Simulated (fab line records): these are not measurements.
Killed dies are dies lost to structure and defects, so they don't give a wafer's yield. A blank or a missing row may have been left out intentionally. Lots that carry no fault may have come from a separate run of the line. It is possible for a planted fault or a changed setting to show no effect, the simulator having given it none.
Chamber matching || flow sky130 || SKY_LI_CONTACT_CMP_02 on cmp-01 has 4 sister chambers
The step polishes PSG. 14 wafers are shown with their chamber, then 7 later ones without.

## WAFERS PAIRED WITH THEIR CHAMBERS
{"wafer": "L076.2", "chamber": 2, "motor_current_A (A)": 10.1, "time_to_endpoint_s (s)": 29}
{"wafer": "L076.3", "chamber": 1, "motor_current_A (A)": 11.6, "time_to_endpoint_s (s)": 34}
{"wafer": "L076.5", "chamber": 3, "motor_current_A (A)": 12.6, "time_to_endpoint_s (s)": 32}
{"wafer": "L078.1", "chamber": 3, "motor_current_A (A)": 13.6, "time_to_endpoint_s (s)": 31}
{"wafer": "L078.2", "chamber": 0, "motor_current_A (A)": 10.5, "time_to_endpoint_s (s)": 33}
{"wafer": "L078.5", "chamber": 1, "motor_current_A (A)": 12.3, "time_to_endpoint_s (s)": 35}
{"wafer": "L085.2", "chamber": 1, "motor_current_A (A)": 12.3, "time_to_endpoint_s (s)": 38}
{"wafer": "L085.3", "chamber": 3, "motor_current_A (A)": 13.6, "time_to_endpoint_s (s)": 31}
{"wafer": "L085.6", "chamber": 0, "motor_current_A (A)": 11.2, "time_to_endpoint_s (s)": 31}
{"wafer": "L087.1", "chamber": 0, "motor_current_A (A)": 10.9, "time_to_endpoint_s (s)": 37}
{"wafer": "L087.2", "chamber": 2, "motor_current_A (A)": 10.1, "time_to_endpoint_s (s)": 34}
{"wafer": "L087.4", "chamber": 1, "motor_current_A (A)": 12.2, "time_to_endpoint_s (s)": 41}
{"wafer": "L092.2", "chamber": 2, "motor_current_A (A)": 9.8, "time_to_endpoint_s (s)": 30}
{"wafer": "L092.3", "chamber": 3, "motor_current_A (A)": 13.3, "time_to_endpoint_s (s)": 33}

SIGNATURES, as means of the wafers listed above
{"reading": "motor_current_A", "chamber 0": 10.867, "chamber 1": 12.100, "chamber 2": 10.000, "chamber 3": 13.275, "scatter within a chamber": 0.363}
{"reading": "time_to_endpoint_s", "chamber 0": 33.67, "chamber 1": 37.00, "chamber 2": 31.00, "chamber 3": 31.75, "scatter within a chamber": 2.56}
Rule: a wafer lies at a distance from a chamber equal to the root of the sum of squares, over the readings, of (its reading less the chamber's mean, divided by the reading's scatter). If the next closest chamber is less than 2 further off than the closest, the wafer can't be placed; otherwise it belongs to the closest. The scatter is the square root of a quotient: the sum, over the shown wafers, of each reading's squared deviation from its chamber's mean, divided by wafers minus chambers.

## WAFERS MISSING THEIR CHAMBER
{"wafer": "L092.4", "motor_current_A (A)": 11.3, "time_to_endpoint_s (s)": 31}
{"wafer": "L094.3", "motor_current_A (A)": 9.6, "time_to_endpoint_s (s)": 35}
{"wafer": "L094.4", "motor_current_A (A)": 12.4, "time_to_endpoint_s (s)": 37}
{"wafer": "L094.6", "motor_current_A (A)": 12.3, "time_to_endpoint_s (s)": 32}
{"wafer": "L096.1", "motor_current_A (A)": 11.9, "time_to_endpoint_s (s)": 36}
{"wafer": "L096.4", "motor_current_A (A)": 10.7, "time_to_endpoint_s (s)": 30}
{"wafer": "L096.5", "motor_current_A (A)": 10.5, "time_to_endpoint_s (s)": 33}

## THE CHAMBER EACH PASSED THROUGH
{"wafer": "L092.4", "from the rows above": "can't be placed: 0 or 1 or 2", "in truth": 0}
{"wafer": "L094.3", "from the rows above": "can't be placed: 2 or 0", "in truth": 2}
{"wafer": "L094.4", "from the rows above": 1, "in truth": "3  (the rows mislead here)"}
{"wafer": "L094.6", "from the rows above": "can't be placed: 1 or 3 or 0", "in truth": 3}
{"wafer": "L096.1", "from the rows above": 1, "in truth": 1}
{"wafer": "L096.4", "from the rows above": "can't be placed: 0 or 2", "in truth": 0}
{"wafer": "L096.5", "from the rows above": "can't be placed: 0 or 2", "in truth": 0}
1 of 7 placed correctly. Cannot be placed on the basis of these rows: 5; the candidates contain the true chamber in 5. 1 placed wrongly.
